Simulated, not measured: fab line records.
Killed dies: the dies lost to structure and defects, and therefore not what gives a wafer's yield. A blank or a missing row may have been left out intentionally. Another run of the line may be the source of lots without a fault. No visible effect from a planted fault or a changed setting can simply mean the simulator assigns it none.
Chamber matching ; flow sky130 ; SKY_POLY_GATE_ETCH_17 on rie_si-02 has 4 sister chambers
The step etches poly-Si in HBr/Cl2, stops on SiO2, target depth 180 nm, time 70.5 s. 4 wafers are shown with their chamber, then 8 later ones without.

## EACH WAFER AND ITS CHAMBER
wafer;chamber;drypump_motor_current_A (A)
L134.3;0;5.6
L134.4;3;5.9
L134.5;2;6.3
L139.1;1;5.5

## WAFERS WITHOUT THEIR CHAMBER
wafer;drypump_motor_current_A (A)
L139.3;6.3
L139.5;5.9
L140.4;6.3
L140.5;5.7
L140.6;5.9
L141.1;6.3
L141.2;5.5
L141.4;5.9

## CHAMBER TAKEN BY EACH
wafer;from the rows above;in truth
L139.3;2;2
L139.5;3;3
L140.4;2;2
L140.5;0;0
L140.6;3;3
L141.1;2;2
L141.2;1;1
L141.4;3;3
Correctly placed: 8 of 8. From these rows, 0 cannot be placed. Number placed wrongly: 0.
How it was worked out, from the rows above alone: a wafer's distance from a chamber is the root of the sum, over the readings, of the square of ((its reading less the chamber's mean) divided by the reading's scatter). If the next closest chamber is less than 2 further off than the closest, the wafer can't be placed; otherwise it belongs to the closest. Each chamber's mean is taken over the wafers shown for it. The scatter: root of mean squared gap, hidden wafer to nearest shown wafer, with one shown wafer a chamber.
